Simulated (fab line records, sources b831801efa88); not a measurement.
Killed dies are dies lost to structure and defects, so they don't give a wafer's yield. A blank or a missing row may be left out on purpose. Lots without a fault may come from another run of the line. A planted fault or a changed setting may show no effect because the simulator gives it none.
fab line records | flow sky130 | part 2 of 2: steps 31 to 40 of 40
record lots=5 wafers=15 last_day=50
route steps=708 shown RES_XHIGH@341 SD_N@342 SD_P@359 SALICIDE@361 LI_CONTACT@362
lots that met no fault: from a run of the same line without faults
start_h: hours from the record's first day to the start of the lot's first wafer shown | wait_h: hours since the lot's step before | " the same as in the row above | L1.1+2: a row that stands for several wafers | - no value, or no start given | * or withheld: withheld | < > ~ a bound
route shown NAME@n: a module of which the file shows steps, and the number in the route of the first | usual: mean/standard deviation of fault-free wafers | same: alike in all rows | chamber/n: place in a boat | sites: the reading at each site | _std_site: their standard deviation | _edge_site: outer sites' mean less inner sites' | radius_mm: how far each site lies from the wafer's centre | mask NAME#n: copy n | behind: the tool/chamber that last shaped the wafer | hold: why the lot was held/for how many hours/how that ended | device: the transistor (n, p or np) that didn't switch | end of line: the same wafers' tests at the end of the route | a step without rows: its recipe alone | killed: dies lost to structure and defects at the first sort, not the wafer's yield | map: a wafer's dies, x killed, . not, _ none there
set.NAME: the setting as run; set.NAME@STEP: as run at that earlier step | model.NAME: the simulator's own value behind a step, which no gauge read
lots at some steps of the route; a table a step, a row a wafer
services: from which hour (start_h, from the record's first day; less than 0 if before it) a tool's chamber was out of use, for how many hours, and why
## steps
# step SKY_LI_CONTACT_PEB_10
# recipe peb_temp_c=withheld peb_time_s=withheld resist=KrF-thick
# columns lot.wafer tool chamber start_h wait_h
L077.1+4+6 litho_track-03 0 - -
L086.1+2+3 litho_track-01 0 - -
L090.1+5+6 litho_track-04 0 - -
L096.3+4+6 litho_track-03 0 - -
L097.3+5+6 litho_track-04 0 - -
# step SKY_LI_CONTACT_DEVELOP_11
# recipe develop_time_s=60 resist=KrF-thick dev_temp_c=21
# columns lot.wafer tool chamber start_h wait_h
L077.1+4+6 litho_track-03 0 - -
L086.1+2+3 litho_track-01 0 - -
L090.1+5+6 litho_track-04 0 - -
L096.3+4+6 litho_track-03 0 - -
L097.3+5+6 litho_track-04 0 - -
# step SKY_LI_CONTACT_CD_MEAS_12
# recipe target_cd_nm=170
# usual cd_nm=170.1/1.6
# columns lot.wafer tool chamber start_h wait_h cd_nm
L077.1 cd_sem-01 - 701.42 - 170.4
L077.4 " - " " 170.0
L077.6 " - " " 170.3
L086.1 cd_sem-01 - 775.49 - 173.9
L086.2 " - " " 172.8
L086.3 " - " " 173.3
L090.1 cd_sem-02 - 825.36 - 169.9
L090.5 " - " " 169.5
L090.6 " - " " 168.7
L096.3 cd_sem-02 - 850.11 - 168.3
L096.4 " - " " 168.8
L096.6 " - " " 168.0
L097.3 cd_sem-01 - 855.24 - 170.8
L097.5 " - " " 171.2
L097.6 " - " " 169.8
# step SKY_LI_CONTACT_OVL_MEAS_13
# usual LI_CONTACT_OVL=-1/4.8
# columns lot.wafer tool chamber start_h wait_h LI_CONTACT_OVL[nm]
L077.1 overlay-01 - 701.54 0.1 -6
L077.4 " - " " 3
L077.6 " - " " 8
L086.1 overlay-01 - 775.61 0.1 -5
L086.2 " - " " -3
L086.3 " - " " -4
L090.1 overlay-01 - 825.48 0.1 -1
L090.5 " - " " -4
L090.6 " - " " -4
L096.3 overlay-01 - 850.20 0.1 7
L096.4 " - " " 1
L096.6 " - " " 3
L097.3 overlay-02 - 855.33 0.1 8
L097.5 " - " " 1
L097.6 " - " " 5
# step SKY_LI_CONTACT_ETCH_14
# recipe chemistry=N2/H2 target=BARC ion_energy_ev=200 source_w=500 bias_w=100 pressure_mtorr=30 n2_flow_sccm=100 h2_flow_sccm=200 stop_on=SiO2 time_s=45.9 target_depth_a=600
# usual drypump_motor_current_A=5.4/0.4 h2_flow_sccm=199.9/0.52 oes_product_au=0.855/0.005 rf_fwd_power_W=495.5/2.1 throttle_valve_pct=13.225/0.0087
# columns lot.wafer tool chamber start_h wait_h drypump_motor_current_A h2_flow_sccm oes_product_au rf_fwd_power_W rf_hours_counter_h throttle_valve_pct
L077.1 rie_diel-01 3 701.57 0.0 5.7 200.2 0.851 494.4 2 13.234
L077.4 " 3 " " 5.7 199.2 0.847 496.0 - 13.222
L077.6 " 1 " " 5.0 199.4 0.852 495.9 - 13.233
L086.1 rie_diel-03 3 775.64 0.0 5.4 199.8 0.864 497.9 6 13.233
L086.2 " 0 " " 6.2 200.5 0.855 497.3 9 13.214
L086.3 " 1 " " 5.2 199.7 0.848 492.2 12 13.228
L090.1 rie_diel-02 1 825.51 0.0 6.0 200.1 0.849 495.2 18 13.223
L090.5 " 0 " " 5.0 199.7 0.848 497.3 - 13.223
L090.6 " 1 " " 6.0 199.4 0.857 497.2 - 13.226
L096.3 rie_diel-01 2 850.22 0.0 5.4 199.6 0.851 496.9 15 13.215
L096.4 " 3 " " 5.7 200.6 0.852 497.2 6 13.225
L096.6 " 1 " " 5.0 200.0 0.853 497.5 - 13.231
L097.3 rie_diel-01 0 855.36 0.0 5.2 200.4 0.852 494.4 22 13.218
L097.5 " 2 " " 5.4 200.0 0.858 497.9 - 13.224
L097.6 " 3 " " 5.7 200.7 0.858 496.7 - 13.229
# step SKY_LI_CONTACT_ETCH_15
# recipe target=PSG chemistry=C4F8/O2/Ar stop_on=Si taper_deg=4.15 mask_material=KrF-thick source_w=1500 bias_w=1200 pressure_mtorr=40 c4f8_flow_sccm=withheld O2_flow_sccm=6 Ar_flow_sccm=300 time_s=withheld target_depth_a=6000
# usual oes_product_au=0.837/0.0039 rf_fwd_power_W=1494/4.5
# columns lot.wafer tool chamber start_h wait_h oes_product_au rf_fwd_power_W
L077.1 rie_diel-01 3 701.64 0.0 0.839 1499
L077.4 " 3 " " 0.840 1488
L077.6 " 1 " " 0.836 1498
L086.1 rie_diel-03 3 775.68 0.0 0.833 1492
L086.2 " 0 " " 0.838 1495
L086.3 " 1 " " 0.834 1486
L090.1 rie_diel-02 1 825.55 0.0 0.841 1488
L090.5 " 0 " " 0.839 1496
L090.6 " 1 " " 0.838 1491
L096.3 rie_diel-01 2 850.27 0.0 0.831 1489
L096.4 " 3 " " 0.837 1491
L096.6 " 1 " " 0.838 1501
L097.3 rie_diel-01 0 855.40 0.0 0.836 1501
L097.5 " 2 " " 0.842 1497
L097.6 " 3 " " 0.836 1491
# step SKY_LI_CONTACT_STRIP_16
# recipe chemistry=O2/N2 power_w=1400 pressure_mtorr=1500 platen_temp_c=withheld o2_flow_sccm=3000 n2_flow_sccm=300 overash_fraction=0.5
# usual drypump_motor_current_A=5.5/0.61 oes_product_au=0.376/0.005 strip_time_to_endpoint_s=3.49/0.032
# columns lot.wafer tool chamber start_h wait_h drypump_motor_current_A oes_product_au rf_hours_counter_h strip_time_to_endpoint_s
L077.1 plasma_asher-04 0 701.76 - 6.4 0.377 29 3.50
L077.4 " 0 " " 6.4 0.375 - 3.49
L077.6 " 1 " " 4.9 0.378 - 3.50
L086.1 plasma_asher-02 1 775.77 - 5.0 0.365 3 3.47
L086.2 " 0 " " 5.2 0.381 3 3.53
L086.3 " 0 " " 5.2 0.383 - 3.42
L090.1 plasma_asher-03 1 825.64 - 6.2 0.376 101 3.46
L090.5 " 1 " " 6.3 0.371 - 3.47
L090.6 " 0 " " 5.7 0.370 - 3.44
L096.3 plasma_asher-04 0 850.38 - 6.4 0.370 - 3.51
L096.4 " 1 " " 4.9 0.378 - 3.50
L096.6 " 0 " " 6.3 0.387 - 3.56
L097.3 plasma_asher-04 0 855.52 - 6.3 0.382 - 3.50
L097.5 " 1 " " 4.8 0.368 - 3.49
L097.6 " 0 " " 6.4 0.387 - 3.50
# step SKY_LI_CONTACT_CLEAN_17
# recipe chemistry=NMP time_s=600 temp_c=60 dry=n2_spin
# columns lot.wafer tool chamber start_h wait_h
L077.1+4+6 wet_bench-04 1 701.86 0.1
L086.1+2+3 wet_bench-02 0 775.87 0.1
L090.1+5+6 wet_bench-02 1 825.74 0.1
L096.3+4+6 wet_bench-04 0 850.45 0.0
L097.3+5+6 wet_bench-04 3 855.58 0.0
# step SKY_LI_CONTACT_PRE_CLEAN_18
# recipe gas=Ar time_s=5.6 bias_v=358
# columns lot.wafer tool chamber start_h wait_h
L077.1+4+6 pvd_sputter-01 - 702.04 0.0
L086.1+2+3 pvd_sputter-01 - 776.06 0.0
L090.1+5+6 pvd_sputter-02 - 825.91 0.0
L096.3+4+6 pvd_sputter-02 - 850.63 0.0
L097.3+5+6 pvd_sputter-02 - 855.77 0.0
# step SKY_LI_CONTACT_SPUTTER_19
# recipe material=Ti target_thk_nm=20 chamber_pressure_pa=5 power_w=2500 substrate_temp_c=200 time_s=106.37
# usual throttle_valve_pct=30.6/0.81
# columns lot.wafer tool chamber start_h wait_h throttle_valve_pct
L077.1 pvd_sputter-01 - 702.06 0.0 30.3
L077.4 " - " " 29.9
L077.6 " - " " 31.2
L086.1 pvd_sputter-01 - 776.08 0.0 31.2
L086.2 " - " " 29.8
L086.3 " - " " 31.1
L090.1 pvd_sputter-02 - 825.93 0.0 31.4
L090.5 " - " " 31.4
L090.6 " - " " 31.8
L096.3 pvd_sputter-02 - 850.65 0.0 30.4
L096.4 " - " " 29.1
L096.6 " - " " 30.4
L097.3 pvd_sputter-02 - 855.79 0.0 31.3
L097.5 " - " " 30.7
L097.6 " - " " 31.5
## services
# columns tool chamber start_h hours kind
krf_scanner-01 - 639.05 1.3 pm
hdpcvd-02 2 644.73 10.5 repair
implanter-01 - 646.26 5.2 pm
hdpcvd-02 - 650.75 15.0 pm
iline_stepper-02 - 652.18 1.7 pm
implanter-01 - 652.51 121.9 pm
implanter-04 - 656.56 1.0 repair
cmp-02 - 657.05 4.0 pm
wet_bench-04 - 657.48 7.8 repair
rie_diel-01 3 674.83 5.5 repair
pvd_sputter-01 - 694.27 5.5 repair
rie_diel-01 0 695.27 15.5 repair
rie_diel-01 2 701.23 1.7 repair
hdpcvd-02 2 705.53 2.7 repair
implanter-04 - 731.35 1.9 repair
rie_diel-01 0 759.99 7.0 repair
implanter-04 - 766.83 4.2 repair
wet_bench-03 - 773.39 1.9 pm
implanter-01 - 782.76 2.6 pm
implanter-01 - 788.26 5.1 repair
implanter-04 - 796.10 1.3 repair
implanter-01 - 803.25 2.2 repair
rie_diel-01 2 833.96 5.1 repair
implanter-04 - 839.62 0.7 repair
